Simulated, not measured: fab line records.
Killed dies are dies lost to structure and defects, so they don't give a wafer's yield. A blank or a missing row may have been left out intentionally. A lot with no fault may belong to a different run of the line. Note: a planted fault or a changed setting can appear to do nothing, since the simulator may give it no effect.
2 desks, one fault    flow sky130    every desk sees just its own numbers, and what lay behind them comes last

## METROLOGY DESK
Lot by lot, what the gauges showed, no matter which tool ran the lot: averages of those sampled wafers that carry a number. Marked OUT: a lot whose mean sits more than 4 standard deviations from the usual mean, which makes it out of limits; the brackets give that distance.
Columns: A = PWDE_TW at SKY_PWDE_TW_MEAS_10, usual 371.7; B = VT_ADJUST_HVTR_OVL at SKY_VT_ADJUST_HVTR_OVL_MEAS_08, usual -0.2 nm; C = POLY_GATE_CVD_03_THK at SKY_POLY_GATE_THK_MEAS_04, usual 75.1 nm
lot   first seen here  A      B     C
L787  day 4 07:53      373.1  0.3   75.6
L789  day 4 18:14      371.0  0.4   75.6
L792  day 5 16:19      369.3  1.1   74.8
L793  day 5 20:32      372.1  0.8   74.8
L794  day 5 23:44      367.7  0.0   76.3
L795  day 6 04:47      369.5  0.4   75.5
L796  day 6 12:20      373.7  -0.5  75.2
L797  day 6 16:00      369.6  -0.7  75.4
L798  day 6 22:50      373.9  1.6   73.7
L799  day 7 01:56      372.7  -1.3  74.6
L802  day 7 18:31      372.8  -0.4  74.0
L806  day 8 20:25      373.1  -0.1  74.4
L807  day 9 06:34      369.8  -2.2  74.9
L808  day 9 13:40      373.8  0.2   74.0
Finding of this desk: none of the 14 lots has anything out of limits.

## DESK OF THE TOOL OWNER: rie si-02
The tool's own readings at SKY_POLY_GATE_ETCH_17 (etches poly-Si in HBr/Cl2, stops on SiO2, target depth 180 nm, time 70.5 s): means of the sampled wafers that have a number, for each lot that ran on this tool. Marked OUT: a lot whose mean sits more than 4 standard deviations from the usual mean, which makes it out of limits; the brackets give that distance.
Columns: A = drypump motor current A at SKY_POLY_GATE_ETCH_17, usual 5.7 A; B = he backside leak sccm at SKY_POLY_GATE_ETCH_17, usual 2.73 sccm; C = oes product au at SKY_POLY_GATE_ETCH_17, usual 0.986 a.u.; D = rf fwd power W at SKY_POLY_GATE_ETCH_17, usual 397.1 W; E = throttle valve pct at SKY_POLY_GATE_ETCH_17, usual 33.684 %
lot   first seen here  A    B     C      D                E
L789  day 17 21:32     5.8  2.75  0.985  397.0            33.683
L792  day 19 04:30     5.6  2.65  0.988  396.8            33.686
L793  day 19 11:59     5.5  2.80  0.980  396.7            33.681
L794  day 19 14:46     5.7  2.82  0.982  396.6            33.688
L795  day 20 06:26     5.7  2.76  0.994  397.2            33.682
L796  day 20 13:48     5.7  2.79  0.974  376.1 (-17) OUT  33.688
L798  day 21 07:03     5.7  2.70  0.976  375.1 (-18) OUT  33.683
L807  day 24 15:59     5.7  2.77  0.997  396.7            33.684
This desk's finding: out of limits on L796, L798; first on L796, day 20 13:48 (rf fwd power W at SKY_POLY_GATE_ETCH_17). L789, L792, L793, L794, L795, L807 stayed within limits.

## TAKEN TOGETHER
On L796, L798, at day 20 13:48, an alarm was possible from the tool owner's desk.
Nothing out of limits was seen by the metrology desk.
The metrology desk holds a record of L796, L798, inside its limits.
SKY_POLY_GATE_ETCH_17 was run on rie si-02 by each of the lots named.

## WHAT THE SIMULATOR HAD INSERTED
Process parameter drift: rie si-02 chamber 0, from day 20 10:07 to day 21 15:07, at SKY_POLY_GATE_ETCH_17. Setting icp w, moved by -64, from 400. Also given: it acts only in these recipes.
Struck lots among those shown: L796, L798.
Each desk's first reading out of limits, in hours after the fault started: the tool owner's desk, 4.
